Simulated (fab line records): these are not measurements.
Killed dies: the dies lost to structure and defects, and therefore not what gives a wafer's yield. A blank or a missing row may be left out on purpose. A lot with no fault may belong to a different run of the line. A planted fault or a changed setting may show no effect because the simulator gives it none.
One fault through the eyes of 2 desks | flow sfq_line | each desk holds nothing but its own numbers, with what lay behind them at the end

## AT THE TOOL OWNER'S DESK: rie_diel-02
The tool's own readings at SFQ_TRILAYER_I6_VIA_BARC_OPEN_VIA_ETCH_235 (etches BARC in O2, target depth 125 nm, time 41.7 s): means of the sampled wafers that have a number, for each lot that ran on this tool. The brackets show how far a lot's mean lies from the usual mean; more than 4 standard deviations puts the lot out of limits, marked OUT.
Columns: A = drypump_motor_current_A at SFQ_TRILAYER_I6_VIA_BARC_OPEN_VIA_ETCH_235, usual 5.7 A; B = oes_product_au at SFQ_TRILAYER_I6_VIA_BARC_OPEN_VIA_ETCH_235, usual 0.686 a.u.
lot  | first seen here | A   | B
L914 | day 80 07:44    | 5.7 | 0.689
L922 | day 82 07:51    | 5.6 | 0.687
L924 | day 82 16:15    | 6.2 | 0.693
This desk's finding: nothing out of limits on any of the 3 lots.

## FROM THE METROLOGY DESK
What the gauges read for every lot (on any tool): the sampled wafers with a number, averaged. The brackets show how far a lot's mean lies from the usual mean; more than 4 standard deviations puts the lot out of limits, marked OUT.
Columns: A = I6_BOW at SFQ_I6_BOW_MEAS_941, usual 8 um; B = I6_OVL at SFQ_I6_OVL_MEAS_942, usual -1 nm
lot  | first seen here | A  | B
L913 | day 76 05:45    | 11 | 1
L914 | day 76 05:56    | 20 | -5
L920 | day 78 09:59    | 11 | -2
L922 | day 78 15:58    | 18 | 4
L924 | day 79 00:43    | 14 | -6
L927 | day 79 22:52    | 6  | 1
This desk's finding: nothing out of limits on any of the 6 lots.

## PUT TOGETHER
The tool owner's desk saw nothing out of limits.
At the metrology desk, nothing out of limits was observed.

## WHAT HAD BEEN PUT IN BY THE SIMULATOR
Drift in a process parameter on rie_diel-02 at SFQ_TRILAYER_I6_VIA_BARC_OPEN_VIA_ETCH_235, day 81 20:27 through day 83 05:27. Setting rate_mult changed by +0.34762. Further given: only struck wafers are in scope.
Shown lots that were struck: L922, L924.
